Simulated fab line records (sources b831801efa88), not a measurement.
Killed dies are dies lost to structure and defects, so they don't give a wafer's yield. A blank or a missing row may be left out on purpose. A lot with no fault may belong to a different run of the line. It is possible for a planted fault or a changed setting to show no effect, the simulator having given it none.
Which of the tools did it?	flow sky130	12 lots, 36 wafers sampled, at 5 steps of a route of 708

WHAT THE GAUGES READ, wafer by wafer
SKY_LDD_HVN_TW_MEAS_10. Usual: LDD_HVN_TW gives 1429 (standard deviation 14).
lot	measured	on	LDD_HVN_TW	flag
L580	day 19 20:54	film_metro-02	1412 1407 1414	
L581	day 20 08:50	film_metro-01	1410 1412 1417	
L588	day 23 00:58	film_metro-03	1345 1343 1348	OFF
L590	day 23 20:20	film_metro-03	1351 1339 1344	OFF
L594	day 25 09:18	film_metro-02	1418 1416 1414	
L595	day 25 11:08	film_metro-02	1418 1423 1419	
L597	day 26 09:52	film_metro-03	1452 1453 1457	
L598	day 26 12:55	film_metro-03	1447 1451 1443	
L600	day 27 07:16	film_metro-03	1443 1443 1440	
L602	day 27 21:24	film_metro-02	1426 1424 1418	
L601	day 27 23:30	film_metro-01	1426 1424 1419	
L603	day 28 13:10	film_metro-03	1441 1443 1436	

SKY_SD_P_OVL_MEAS_08. Usual: SD_P_OVL gives 0.1 nm (standard deviation 1.5).
lot	measured	on	SD_P_OVL (nm)	flag
L580	day 24 23:57	overlay-01	-0.6 0.2 -0.2	
L581	day 25 10:56	overlay-01	-0.4 0.3 0.2	
L588	day 27 23:58	overlay-01	3.3 2.6 2.8	
L590	day 28 21:29	overlay-01	0.0 -1.0 -1.4	
L594	day 30 04:25	overlay-01	2.0 1.9 1.7	
L595	day 30 06:55	overlay-02	1.5 0.7 0.8	
L597	day 31 07:48	overlay-02	-3.0 -2.3 -2.5	
L598	day 31 08:17	overlay-02	1.3 0.1 1.6	
L600	day 32 05:25	overlay-01	0.2 0.4 2.3	
L602	day 32 13:55	overlay-02	-0.9 -1.7 -2.7	
L601	day 32 18:07	overlay-01	1.7 0.7 0.8	
L603	day 33 05:48	overlay-02	1.4 0.0 -1.6	

SKY_SD_N_TW_MEAS_12. Usual: SD_N_TW gives 3959 (standard deviation 42).
lot	measured	on	SD_N_TW	flag
L580	day 27 10:20	film_metro-01	3939 3923 3916	
L581	day 27 22:05	film_metro-03	3996 4028 4023	
L588	day 30 08:44	film_metro-01	3937 3924 3950	
L590	day 31 06:46	film_metro-01	3915 3920 3928	
L594	day 32 12:26	film_metro-02	3960 3920 3938	
L595	day 32 14:54	film_metro-03	4011 4004 3998	
L597	day 33 14:43	film_metro-01	3920 3909 3893	
L598	day 33 15:01	film_metro-01	3886 3877 3903	
L600	day 34 11:06	film_metro-02	3933 3952 3943	
L602	day 34 19:05	film_metro-02	3959 3951 3942	
L601	day 34 23:34	film_metro-03	4007 4005 3987	
L603	day 35 10:44	film_metro-01	3913 3929 3910	

EACH LOT AND THE TOOL THAT RAN IT (in order: tool; ch and the chambers of the sampled wafers; start)
lot	SKY_LDD_HVN_IMPLANT_08	SKY_SPACER_ETCHBACK_02
L580	implanter-04 ch 0, day 19 20:39	rie_diel-03 ch 0,1,3, day 22 12:11
L581	implanter-04 ch 0, day 20 08:35	rie_diel-01 ch 0,2, day 22 22:53
L588	implanter-02 ch 0, day 23 00:43	rie_diel-03 ch 0,3, day 25 14:08
L590	implanter-02 ch 0, day 23 20:05	rie_diel-03 ch 1,3, day 26 10:52
L594	implanter-04 ch 0, day 25 09:03	rie_diel-03 ch 1,2, day 27 20:30
L595	implanter-04 ch 0, day 25 10:53	rie_diel-01 ch 0,2, day 27 23:04
L597	implanter-04 ch 0, day 26 09:37	rie_diel-03 ch 0,2,3, day 28 23:47
L598	implanter-04 ch 0, day 26 12:40	rie_diel-01 ch 1,2,3, day 29 01:36
L600	implanter-02 ch 0, day 27 07:02	rie_diel-04 ch 0,3, day 29 20:32
L602	implanter-04 ch 0, day 27 21:09	rie_diel-04 ch 0,2, day 30 06:47
L601	implanter-04 ch 0, day 27 23:15	rie_diel-01 ch 0,1,3, day 30 10:51
L603	implanter-04 ch 0, day 28 12:55	rie_diel-01 ch 0,1,2, day 30 23:03
- SKY_LDD_HVN_IMPLANT_08
- SKY_SPACER_ETCHBACK_02: etches Si3N4 in CH3F/O2, stops on SiO2, time 46.7 s, target depth 45 nm.

AS READ BY THE TOOLS THEMSELVES (means over the sampled wafers that have a number; for cases with no such wafer, the mark the record gives instead)
SKY_LDD_HVN_IMPLANT_08. Usual: beam_energy_keV 59.999, standard deviation 0.02; beam_on_s 10.00 s, standard deviation 0.18; dose_ions_cm2 2.999e+13, standard deviation 3.3e+10.
lot	tool	beam_energy_keV	beam_on_s (s)	dose_ions_cm2	flag
L580	implanter-04	59.999	10.06	3.000e+13	
L581	implanter-04	59.994	10.06	3.003e+13	
L588	implanter-02	46.306	10.03	3.004e+13	OFF
L590	implanter-02	46.316	10.02	3.004e+13	OFF
L594	implanter-04	59.993	10.13	3.000e+13	
L595	implanter-04	59.992	10.10	3.002e+13	
L597	implanter-04	60.012	10.15	3.001e+13	
L598	implanter-04	60.011	9.97	2.999e+13	
L600	implanter-02	60.017	9.87	3.000e+13	
L602	implanter-04	60.001	9.86	2.996e+13	
L601	implanter-04	59.985	10.10	3.000e+13	
L603	implanter-04	59.987	9.97	2.997e+13	

SKY_SPACER_ETCHBACK_02. Usual: drypump_motor_current_A 5.8 A, standard deviation 0.48; oes_product_au 0.856 a.u., standard deviation 0.0057; throttle_valve_pct 10.562 %, standard deviation 0.0087.
lot	tool	drypump_motor_current_A (A)	oes_product_au (a.u.)	throttle_valve_pct (%)	flag
L580	rie_diel-03	5.4	0.861	10.556	
L581	rie_diel-01	6.2	0.863	10.563	
L588	rie_diel-03	5.0	0.853	10.567	
L590	rie_diel-03	5.2	0.853	10.564	
L594	rie_diel-03	6.2	0.852	10.563	
L595	rie_diel-01	6.2	0.858	10.561	
L597	rie_diel-03	5.5	0.853	10.560	
L598	rie_diel-01	5.7	0.852	10.557	
L600	rie_diel-04	5.8	0.857	10.565	
L602	rie_diel-04	5.2	0.856	10.556	
L601	rie_diel-01	5.8	0.855	10.568	
L603	rie_diel-01	5.9	0.856	10.570	

THE ANSWER, worked out from the rows above alone
Rule: a lot is off if the mean of its wafers that have a number lies more than 3 standard deviations from the usual mean. A lot without any number at a reading at which 4 lots or more have one is off too. The other lots that the step has rows for count as sound. After the gauges, taken in route order, come the tools' own readings; for these a lot's mean is taken, as printed above. The first step at which some lot is off is used, and at that step the reading that is off furthest; a lot without a number counts as furthest.
Off: at SKY_LDD_HVN_TW_MEAS_10 (LDD_HVN_TW), L588, L590.
If a tool, at a process step before that reading, ran all the lots that are off and no sound lot after the first of them, it fits. The gauges at SKY_LDD_HVN_TW_MEAS_10 aren't tried: what is off there is off at SKY_LDD_HVN_IMPLANT_08 too, on other tools, and a gauge's error can't cause that. No candidate that was tried fits.

WHAT THE SIMULATOR HAD INSERTED
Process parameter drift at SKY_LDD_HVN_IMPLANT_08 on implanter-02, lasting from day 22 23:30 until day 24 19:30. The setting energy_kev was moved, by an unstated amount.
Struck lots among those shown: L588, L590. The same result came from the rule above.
